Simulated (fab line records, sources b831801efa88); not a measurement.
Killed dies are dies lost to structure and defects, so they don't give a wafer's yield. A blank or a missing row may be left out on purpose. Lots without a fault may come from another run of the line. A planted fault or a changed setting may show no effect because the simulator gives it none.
fab line records | flow sky130
record lots=14 wafers=42 last_day=50
route steps=708 shown METAL4@600 VIA4@652 METAL5@663
lots that met no fault: from a run of the same line without faults
start_h: hours from the record's first day to the start of the lot's first wafer shown | wait_h: hours since the lot's step before | " the same as in the row above | L1.1+2: a row that stands for several wafers | - no value, or no start given | * or withheld: withheld | < > ~ a bound
route shown NAME@n: a module of which the file shows steps, and the number in the route of the first | usual: mean/standard deviation of fault-free wafers | same: alike in all rows | chamber/n: place in a boat | sites: the reading at each site | _std_site: their standard deviation | _edge_site: outer sites' mean less inner sites' | radius_mm: how far each site lies from the wafer's centre | mask NAME#n: copy n | behind: the tool/chamber that last shaped the wafer | hold: why the lot was held/for how many hours/how that ended | device: the transistor (n, p or np) that didn't switch | end of line: the same wafers' tests at the end of the route | a step without rows: its recipe alone | killed: dies lost to structure and defects at the first sort, not the wafer's yield | map: a wafer's dies, x killed, . not, _ none there
set.NAME: the setting as run; set.NAME@STEP: as run at that earlier step | model.NAME: the simulator's own value behind a step, which no gauge read
steps of the route over a sample of lots; a table a step, a row a wafer
services: from which hour (start_h, from the record's first day; less than 0 if before it) a tool's chamber was out of use, for how many hours, and why
## steps
# step SKY_METAL4_SPUTTER_02
# recipe material=AlCu target_thk_nm=735 power_w=10600 time_s=39.1 chamber_pressure_pa=0.4
# usual cathode_dc_power_W=10600/1.8 chamber_pressure_pa=0.3999/0.00077 throttle_valve_pct=30.0/0.83
# columns lot.wafer tool chamber start_h wait_h cathode_dc_power_W chamber_pressure_pa throttle_valve_pct
L573.1 pvd_sputter-03 - 931.18 0.0 10598 0.3989 29.8
L573.3 " - " " 10600 0.3994 29.7
L573.6 " - " " 10602 0.4002 30.4
L574.1 pvd_sputter-04 - 947.69 0.0 10602 0.3993 30.0
L574.3 " - " " 10601 0.4012 29.8
L574.4 " - " " 10600 0.3998 28.7
L577.3 pvd_sputter-04 - 971.78 0.0 10603 0.4000 29.6
L577.4 " - " " 10603 0.3995 30.0
L577.5 " - " " 10601 0.3993 30.1
L578.2 pvd_sputter-01 - 978.97 0.0 10600 0.4008 31.6
L578.3 " - " " 10601 0.4006 28.9
L578.4 " - " " 10601 0.4006 29.4
L579.1 pvd_sputter-03 - 993.21 0.0 10598 0.3989 29.9
L579.2 " - " " 10599 0.3998 29.0
L579.6 " - " " 10604 0.4001 29.9
L580.1 pvd_sputter-03 - 994.65 0.0 10599 0.4002 29.0
L580.2 " - " " 10601 0.3997 30.0
L580.3 " - " " 10600 0.3996 29.9
L581.3 pvd_sputter-04 - 1001.63 0.0 10597 0.3999 28.7
L581.4 " - " " 10599 0.3986 30.9
L581.5 " - " " 10597 0.4009 30.3
L583.1 pvd_sputter-01 - 1012.24 0.0 10600 0.4007 31.5
L583.3 " - " " 10601 0.3993 29.2
L583.6 " - " " 10601 0.3995 29.5
L584.3 pvd_sputter-03 - 1025.13 0.0 10597 0.4011 30.5
L584.4 " - " " 10603 0.4004 29.1
L584.6 " - " " 10600 0.4000 29.2
L585.1 pvd_sputter-01 - 1025.52 0.0 10600 0.3991 31.6
L585.3 " - " " 10600 0.3987 29.2
L585.6 " - " " 10602 0.3991 31.8
L588.1 pvd_sputter-01 - 1044.20 0.0 10602 0.4001 31.0
L588.2 " - " " 10601 0.3991 31.5
L588.3 " - " " 10600 0.3990 29.2
L587.3 pvd_sputter-01 - 1047.23 0.0 10598 0.3986 28.9
L587.4 " - " " 10602 0.4022 31.1
L587.5 " - " " 10600 0.3994 32.0
L595.3 pvd_sputter-03 - 1081.98 0.0 10604 0.4012 29.8
L595.4 " - " " 10598 0.3997 30.5
L595.6 " - " " 10601 0.3988 30.5
L594.1 pvd_sputter-03 - 1083.33 0.0 10600 0.4012 30.5
L594.5 " - " " 10601 0.4005 29.8
L594.6 " - " " 10601 0.4002 30.6
# step SKY_VIA4_STRIP_13
# recipe chemistry=O2/N2 power_w=1400 pressure_mtorr=1500 platen_temp_c=withheld o2_flow_sccm=3000 n2_flow_sccm=300 overash_fraction=0.5
# usual drypump_motor_current_A=5.7/0.49 oes_product_au=0.709/0.0047 strip_time_to_endpoint_s=12.809/0.03
# columns lot.wafer tool chamber start_h wait_h drypump_motor_current_A oes_product_au rf_hours_counter_h strip_time_to_endpoint_s
L573.1 plasma_asher-04 1 1005.41 - 6.4 0.707 26 12.842
L573.3 " 0 " " 5.3 0.713 - 12.830
L573.6 " 1 " " 6.4 0.713 - 12.832
L574.1 plasma_asher-03 1 1020.94 - 5.1 0.713 87 12.799
L574.3 " 1 " " 5.1 0.713 - 12.808
L574.4 " 0 " " 5.6 0.707 - 12.827
L577.3 plasma_asher-04 0 1043.06 - 5.3 0.704 - 12.821
L577.4 " 1 " " 6.4 0.701 - 12.826
L577.5 " 0 " " 5.3 0.706 - 12.791
L578.2 plasma_asher-04 1 1049.56 - 6.4 0.700 31 12.842
L578.3 " 1 " " 6.4 0.716 - 12.784
L578.4 " 0 " " 5.3 0.710 - 12.760
L579.1 plasma_asher-03 0 1062.96 - 5.6 0.708 92 12.741
L579.2 " 1 " " 5.1 0.709 92 12.756
L579.6 " 1 " " 5.1 0.710 - 12.790
L580.1 plasma_asher-04 1 1063.96 - 6.4 0.715 33 12.807
L580.2 " 0 " " 5.3 0.711 33 12.778
L580.3 " 1 " " 6.4 0.704 - 12.805
L581.3 plasma_asher-04 0 1069.44 - 5.3 0.710 - 12.791
L581.4 " 1 " " 6.4 0.707 - 12.810
L581.5 " 0 " " 5.3 0.713 - 12.824
L583.1 plasma_asher-04 0 1079.34 - 5.3 0.709 34 12.827
L583.3 " 0 " " 5.3 0.706 - 12.772
L583.6 " 1 " " 6.4 0.709 - 12.814
L584.3 plasma_asher-03 1 1091.74 - 5.1 0.709 - 12.789
L584.4 " 0 " " 5.6 0.700 - 12.766
L584.6 " 0 " " 5.6 0.708 - 12.781
L585.1 plasma_asher-01 0 1092.34 - 5.3 0.708 64 12.794
L585.3 " 0 " " 5.3 0.708 - 12.816
L585.6 " 0 " " 5.3 0.712 - 12.843
L588.1 plasma_asher-04 1 1108.74 - 6.4 0.708 38 12.829
L588.2 " 0 " " 5.3 0.717 38 12.822
L588.3 " 0 " " 5.3 0.716 - 12.777
L587.3 plasma_asher-04 1 1111.43 - 6.4 0.698 - 12.773
L587.4 " 0 " " 5.3 0.712 - 12.773
L587.5 " 1 " " 6.4 0.713 - 12.811
L595.3 plasma_asher-03 0 1143.72 - 5.6 0.717 - 12.782
L595.4 " 1 " " 5.1 0.706 - 12.821
L595.6 " 1 " " 5.1 0.706 - 12.819
L594.1 plasma_asher-04 1 1145.81 - 6.4 0.708 41 12.787
L594.5 " 1 " " 6.4 0.705 - 12.797
L594.6 " 0 " " 5.3 0.711 - 12.787
# step SKY_METAL5_SPUTTER_02
# recipe material=AlCu target_thk_nm=1150 power_w=10600 time_s=61.2 chamber_pressure_pa=0.4
# usual cathode_dc_power_W=10600/1.8 chamber_pressure_pa=0.4001/0.00077 throttle_valve_pct=30.0/0.86
# columns lot.wafer tool chamber start_h wait_h cathode_dc_power_W chamber_pressure_pa throttle_valve_pct
L573.1 pvd_sputter-02 - 1006.76 0.0 10598 0.3997 29.9
L573.3 " - " " 10599 0.3998 29.6
L573.6 " - " " 10597 0.4011 30.1
L574.1 pvd_sputter-01 - 1022.35 0.0 10597 0.4003 29.4
L574.3 " - " " 10600 0.4006 29.1
L574.4 " - " " 10601 0.3989 30.8
L577.3 pvd_sputter-01 - 1044.50 0.0 10600 0.3994 31.0
L577.4 " - " " 10601 0.3994 29.3
L577.5 " - " " 10597 0.4016 29.0
L578.2 pvd_sputter-04 - 1050.89 0.0 10599 0.4011 29.9
L578.3 " - " " 10600 0.4011 30.8
L578.4 " - " " 10604 0.4001 28.5
L579.1 pvd_sputter-04 - 1064.30 0.0 10597 0.4011 31.1
L579.2 " - " " 10600 0.4009 29.7
L579.6 " - " " 10600 0.4008 29.7
L580.1 pvd_sputter-04 - 1065.30 0.0 10599 0.3988 29.6
L580.2 " - " " 10602 0.4005 29.9
L580.3 " - " " 10600 0.4001 30.6
L581.3 pvd_sputter-02 - 1070.74 0.0 10598 0.3999 29.9
L581.4 " - " " 10601 0.3999 30.3
L581.5 " - " " 10603 0.3991 29.8
L583.1 pvd_sputter-01 - 1080.69 0.0 10598 0.3993 29.1
L583.3 " - " " 10599 0.4016 29.5
L583.6 " - " " 10598 0.3994 31.4
L584.3 pvd_sputter-02 - 1093.04 0.0 - - -
L584.4 " - " " - - -
L584.6 " - " " - - -
L585.1 pvd_sputter-01 - 1093.68 0.0 - - -
L585.3 " - " " - - -
L585.6 " - " " - - -
L588.1 pvd_sputter-02 - 1110.18 0.0 10602 0.4011 29.9
L588.2 " - " " 10600 0.4016 29.7
L588.3 " - " " 10600 0.4000 30.3
L587.3 pvd_sputter-04 - 1112.79 0.0 10599 0.3998 30.0
L587.4 " - " " 10602 0.3995 29.9
L587.5 " - " " 10600 0.4004 29.0
L595.3 pvd_sputter-04 - 1145.46 0.0 10597 0.3998 28.7
L595.4 " - " " 10601 0.4001 30.0
L595.6 " - " " 10600 0.3995 30.9
L594.1 pvd_sputter-04 - 1147.58 0.0 10602 0.3997 28.6
L594.5 " - " " 10602 0.4010 29.7
L594.6 " - " " 10598 0.3990 29.0
# step SKY_METAL5_RS_MEAS_05
# recipe thk_meas_gauge=four-point-probe reads=TiN_of_METAL5_SPUTTER_04+Ti_of_METAL5_SPUTTER_03+AlCu_of_METAL5_SPUTTER_02+TiN_of_METAL5_SPUTTER_01+Ti_of_METAL5_SPUTTER_00
# usual METAL5_ALCU_RS=0.0271/0.0003
# columns lot.wafer tool chamber start_h wait_h METAL5_ALCU_RS[ohm/sq]
L573.1 film_metro-03 - 1006.88 0.0 0.0272
L573.3 " - " " 0.0273
L573.6 " - " " 0.0271
L574.1 film_metro-03 - 1022.46 0.0 0.0269
L574.3 " - " " 0.0273
L574.4 " - " " 0.0268
L577.3 film_metro-01 - 1044.66 0.1 0.0265
L577.4 " - " " 0.0269
L577.5 " - " " 0.0271
L578.2 film_metro-04 - 1051.03 0.0 0.0273
L578.3 " - " " 0.0273
L578.4 " - " " 0.0275
L579.1 film_metro-04 - 1064.42 0.0 0.0269
L579.2 " - " " 0.0270
L579.6 " - " " 0.0269
L580.1 film_metro-04 - 1065.41 0.0 0.0272
L580.2 " - " " 0.0269
L580.3 " - " " 0.0270
L581.3 film_metro-03 - 1070.90 0.1 0.0269
L581.4 " - " " 0.0266
L581.5 " - " " 0.0266
L583.1 film_metro-03 - 1080.80 0.0 0.0272
L583.3 " - " " 0.0270
L583.6 " - " " 0.0267
L584.3 film_metro-01 - 1093.20 0.1 8.6185
L584.4 " - " " 8.5190
L584.6 " - " " 8.5641
L585.1 film_metro-03 - 1093.80 0.0 8.7066
L585.3 " - " " 8.7024
L585.6 " - " " 8.7039
L588.1 film_metro-03 - 1110.30 0.0 0.0269
L588.2 " - " " 0.0272
L588.3 " - " " 0.0267
L587.3 film_metro-03 - 1112.95 0.1 0.0269
L587.4 " - " " 0.0270
L587.5 " - " " 0.0273
L595.3 film_metro-03 - 1145.61 0.1 0.0271
L595.4 " - " " 0.0270
L595.6 " - " " 0.0269
L594.1 film_metro-04 - 1147.70 0.0 0.0276
L594.5 " - " " 0.0271
L594.6 " - " " 0.0274
# step SKY_METAL5_THK_MEAS_06
# recipe thk_meas_gauge=xrf reads=AlCu_of_METAL5_SPUTTER_02
# usual METAL5_ALCU_THK=1161/13
# columns lot.wafer tool chamber start_h wait_h METAL5_ALCU_THK[nm]
L573.1 film_metro-03 - 1007.00 0.1 1144
L573.3 " - " " 1149
L573.6 " - " " 1154
L574.1 film_metro-03 - 1022.58 0.1 1166
L574.3 " - " " 1160
L574.4 " - " " 1181
L577.3 film_metro-01 - 1044.76 0.1 1180
L577.4 " - " " 1157
L577.5 " - " " 1158
L578.2 film_metro-04 - 1051.14 0.1 1148
L578.3 " - " " 1148
L578.4 " - " " 1138
L579.1 film_metro-04 - 1064.54 0.1 1168
L579.2 " - " " 1168
L579.6 " - " " 1171
L580.1 film_metro-04 - 1065.53 0.1 1154
L580.2 " - " " 1163
L580.3 " - " " 1157
L581.3 film_metro-03 - 1071.00 0.1 1161
L581.4 " - " " 1178
L581.5 " - " " 1174
L583.1 film_metro-03 - 1080.92 0.1 1156
L583.3 " - " " 1161
L583.6 " - " " 1178
L584.3 film_metro-01 - 1093.30 0.1 <1
L584.4 " - " " <1
L584.6 " - " " <1
L585.1 film_metro-03 - 1093.92 0.1 <1
L585.3 " - " " <1
L585.6 " - " " <1
L588.1 film_metro-03 - 1110.42 0.1 1163
L588.2 " - " " 1152
L588.3 " - " " 1185
L587.3 film_metro-03 - 1113.05 0.1 1170
L587.4 " - " " 1162
L587.5 " - " " 1154
L595.3 film_metro-03 - 1145.71 0.1 1156
L595.4 " - " " 1161
L595.6 " - " " 1163
L594.1 film_metro-04 - 1147.82 0.1 1151
L594.5 " - " " 1165
L594.6 " - " " 1157
# step SKY_METAL5_METAL_ETCH_15
# recipe target_depth_a=12600 stop_on=SiO2 over_etch_frac=0.2 time_s=252 chemistry=Cl2/BCl3 resist_sidewall_deg=86 pressure_mtorr=10 icp_w=900 bias_w=48.5 Cl2_flow_sccm=60 bcl3_flow_sccm=30
# usual drypump_motor_current_A=5.7/0.41 oes_product_au=0.894/0.005 throttle_valve_pct=22.264/0.0092
# columns lot.wafer tool chamber start_h wait_h drypump_motor_current_A oes_product_au rf_hours_counter_h throttle_valve_pct
L573.1 rie_metal-02 0 1029.24 0.1 5.4 0.890 2 22.255
L573.3 " 0 " " 5.4 0.882 - 22.256
L573.6 " 0 " " 5.4 0.891 - 22.273
L574.1 rie_metal-02 1 1044.62 0.0 6.3 0.895 9 22.265
L574.3 " 0 " " 5.4 0.891 - 22.265
L574.4 " 1 " " 6.3 0.893 - 22.271
L577.3 rie_metal-03 1 1066.65 0.2 5.5 0.899 - 22.261
L577.4 " 1 " " 5.5 0.897 - 22.268
L577.5 " 1 " " 5.5 0.888 - 22.272
L578.2 rie_metal-03 1 1072.47 0.1 5.5 0.890 - 22.274
L578.3 " 1 " " 5.5 0.899 - 22.268
L578.4 " 1 " " 5.5 0.903 - 22.261
L579.1 rie_metal-04 1 1085.27 0.0 6.1 0.888 3 22.265
L579.2 " 0 " " 5.3 0.899 23 22.258
L579.6 " 1 " " 6.1 0.897 - 22.284
L580.1 rie_metal-02 1 1085.57 0.0 6.3 0.884 11 22.254
L580.2 " 0 " " 5.4 0.901 5 22.258
L580.3 " 0 " " 5.4 0.896 - 22.264
L581.3 rie_metal-03 0 1092.05 0.1 6.3 0.889 - 22.265
L581.4 " 1 " " 5.4 0.900 - 22.257
L581.5 " 0 " " 6.3 0.897 - 22.266
L583.1 rie_metal-02 0 1100.80 0.0 5.4 0.890 6 22.259
L583.3 " 0 " " 5.4 0.898 - 22.248
L583.6 " 0 " " 5.4 0.893 - 22.243
L584.3 rie_metal-04 0 1113.20 0.1 5.4 0.891 - 22.264
L584.4 " 1 " " 6.1 0.892 - 22.247
L584.6 " 1 " " 6.1 0.888 - 22.260
L585.1 rie_metal-02 1 1114.30 0.0 6.3 0.890 13 22.257
L585.3 " 0 " " 5.5 0.893 - 22.256
L585.6 " 1 " " 6.3 0.892 - 22.266
L588.1 rie_metal-02 1 1129.31 0.0 6.3 0.900 15 22.263
L588.2 " 0 " " 5.4 0.889 9 22.273
L588.3 " 0 " " 5.4 0.891 - 22.263
L587.3 rie_metal-03 0 1132.73 0.1 6.3 0.900 - 22.268
L587.4 " 1 " " 5.5 0.894 - 22.250
L587.5 " 1 " " 5.4 0.881 - 22.272
L595.3 rie_metal-03 0 1163.30 0.1 6.3 0.900 - 22.264
L595.4 " 1 " " 5.4 0.898 - 22.279
L595.6 " 0 " " 6.3 0.901 - 22.280
L594.1 rie_metal-02 1 1165.62 0.0 6.3 0.900 17 22.257
L594.5 " 1 " " 6.3 0.900 - 22.274
L594.6 " 0 " " 5.5 0.887 - 22.257
## services
# columns tool chamber start_h hours kind
pvd_sputter-03 - 932.08 5.2 repair
plasma_asher-01 - 938.11 1.0 repair
pvd_sputter-01 - 953.33 2.4 repair
plasma_asher-03 - 956.70 2.8 pm
pvd_sputter-03 - 958.48 1.5 repair
rie_metal-03 0 958.58 2.8 repair
pvd_sputter-03 - 981.05 1.1 repair
pvd_sputter-01 - 986.96 1.9 repair
pvd_sputter-01 - 991.91 1.4 repair
plasma_asher-01 - 1000.97 6.9 repair
pvd_sputter-03 - 1017.64 4.7 repair
rie_metal-02 1 1020.09 14.6 repair
pvd_sputter-04 - 1030.74 2.0 repair
pvd_sputter-04 - 1030.76 1.6 repair
plasma_asher-01 - 1040.49 10.1 repair
pvd_sputter-03 - 1041.29 4.9 repair
rie_metal-04 - 1044.85 1.4 pm
rie_metal-04 1 1047.10 5.7 repair
pvd_sputter-01 - 1064.10 3.9 repair
rie_metal-04 - 1068.89 2.8 pm
rie_metal-03 1 1079.22 8.5 repair
plasma_asher-01 - 1101.83 3.0 repair
rie_metal-02 - 1142.49 14.6 pm
pvd_sputter-02 - 1143.57 1.7 repair
## key
first_sign step=SKY_METAL5_SPUTTER_02 reading=tool_record direction=missing
effect step=SKY_METAL5_RS_MEAS_05 reading=METAL5_ALCU_RS direction=up sigmas=99+ usual=0.0271 struck=8.6357
effect step=SKY_METAL5_THK_MEAS_06 reading=METAL5_ALCU_THK direction=down sigmas=87 usual=1161 struck=<1
met_at SKY_METAL5_SPUTTER_02
struck_lots L584,L585
later_rows_left_out L584.3,L584.4,L584.6,L585.1,L585.3,L585.6
sort_left_out L584.3,L584.4,L584.6,L585.1,L585.3,L585.6
not_acting_at SKY_METAL4_SPUTTER_02,SKY_VIA4_STRIP_13,SKY_METAL5_METAL_ETCH_15
onset_between 1080.69 1093.04
fault kind=skipped_step_whole tool=pvd_sputter-01,pvd_sputter-02 chamber=- onset_h=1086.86 steps=SKY_METAL5_SPUTTER_02 scope=struck_lots_only
# sort_left_out: the simulated sort isn't trusted on such a fault, so these wafers' sort isn't shown, and their yield isn't known
# later_rows_left_out: the simulator's readings of these wafers behind a module that went badly wrong aren't trusted and aren't shown, but for the sort
